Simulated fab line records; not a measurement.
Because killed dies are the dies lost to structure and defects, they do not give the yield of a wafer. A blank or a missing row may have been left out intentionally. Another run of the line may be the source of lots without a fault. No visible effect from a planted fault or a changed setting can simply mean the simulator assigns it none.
Split-lot trial + flow sky130 + 23 wafers read from 5 lots, route of 708 steps

## ON THE SPLIT
At SKY_LDD_LDN_IMPLANT_11, the setting energy kev was moved away from the recipe's 15 on 4 of the 23 wafers read, by -4.9% to -4.2%. The other wafers ran this setting at the recipe's value.

The reading comes from the split's own step.

## THE READING
In nm, at SKY_LDD_LDN_IMPLANT_11: implant.drp nm, which is the simulator's own figure and was read by no gauge. No usual value for it is given in the file.

| wafer  | tool, chamber at the split | energy kev as run | against the recipe | implant.drp nm, nm | against lot-mates on the recipe |
|--------|----------------------------|-------------------|--------------------|--------------------|---------------------------------|
| L075.1 | implanter-02, 0            | 15                | recipe             | 5.933              | -                               |
| L075.2 | implanter-02, 0            | 15                | recipe             | 5.933              | -                               |
| L075.3 | implanter-02, 0            | 15                | recipe             | 5.933              | -                               |
| L075.4 | implanter-02, 0            | 15                | recipe             | 5.933              | -                               |
| L075.5 | implanter-02, 0            | 15                | recipe             | 5.933              | -                               |
| L078.2 | implanter-01, 0            | 15                | recipe             | 5.933              | -                               |
| L078.3 | implanter-01, 0            | 15                | recipe             | 5.933              | -                               |
| L078.4 | implanter-01, 0            | 15                | recipe             | 5.933              | -                               |
| L078.5 | implanter-01, 0            | 15                | recipe             | 5.933              | -                               |
| L078.6 | implanter-01, 0            | 15                | recipe             | 5.933              | -                               |
| L079.2 | implanter-01, 0            | 15                | recipe             | 5.933              | -                               |
| L079.5 | implanter-01, 0            | 15                | recipe             | 5.933              | -                               |
| L079.6 | implanter-01, 0            | 15                | recipe             | 5.933              | -                               |
| L079.3 | implanter-01, 0            | 14.26             | -4.9%              | 5.729              | -0.204                          |
| L079.4 | implanter-01, 0            | 14.26             | -4.9%              | 5.729              | -0.204                          |
| L080.2 | implanter-02, 0            | 15                | recipe             | 5.933              | -                               |
| L080.3 | implanter-02, 0            | 15                | recipe             | 5.933              | -                               |
| L080.6 | implanter-02, 0            | 15                | recipe             | 5.933              | -                               |
| L080.4 | implanter-02, 0            | 14.37             | -4.2%              | 5.76               | -0.173                          |
| L080.5 | implanter-02, 0            | 14.37             | -4.2%              | 5.76               | -0.173                          |
| L084.1 | implanter-02, 0            | 15                | recipe             | 5.933              | -                               |
| L084.3 | implanter-02, 0            | 15                | recipe             | 5.933              | -                               |
| L084.6 | implanter-02, 0            | 15                | recipe             | 5.933              | -                               |

FIT RESULTS
A straight line over all 23 wafers: implant.drp nm changes by +0.0413 nm for each +1% of energy kev; r = +1.00; the points scatter about the line by 0.00016 nm.
The same after taking each lot's own level away (the mean of its wafers on the recipe; 23 wafers): +0.0413 nm for each +1%; r = +1.00; scatter 0.00016 nm.
The reading moves by 0.2 nm for the largest change in energy kev, on that fit.
The lots' own levels span 5.9330 to 5.9330 nm.
Hence the lot-to-lot level has little effect on the slope; both slopes agree.
Check: for one of the wafers moved furthest among these (-4.9%), held out of the fit, the line's prediction against its lot-mates is -0.204 nm. It came out at -0.204 nm against them.

## OTHER SPLITS APPLIED TO THESE WAFERS
Other splits were also applied to these wafers ahead of the reading. Each is held against what the fit with the lots' levels taken away leaves over:
| other split on the same wafers    | wafers away from the commonest value | r with implant.drp nm (lot level and that fit taken away) |
|-----------------------------------|--------------------------------------|-----------------------------------------------------------|
| SKY_GATE_OXIDE_SOFTBAKE_06 temp c | 6                                    | +0.16                                                     |
| SKY_POLY_GATE_ETCH_15 time s      | 6                                    | +0.00                                                     |
| SKY_LDD_N_IMPLANT_09 energy kev   | 5                                    | +0.26                                                     |
| SKY_LDD_P_DEVELOP_06 dev temp c   | 9                                    | -0.39                                                     |
| SKY_LDD_P_IMPLANT_09 energy kev   | 9                                    | -0.01                                                     |
| SKY_LDD_HVN_IMPLANT_08 energy kev | 7                                    | -0.07                                                     |
| SKY_LDD_HVP_IMPLANT_08 dose cm2   | 5                                    | +0.29                                                     |
| SKY_LDD_LDN_COAT_02 spin rpm      | 8                                    | +0.50                                                     |

## THE FILE'S OWN FIT
implant.drp nm changes by +0.0413 nm for each +1% of energy kev, r = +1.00.
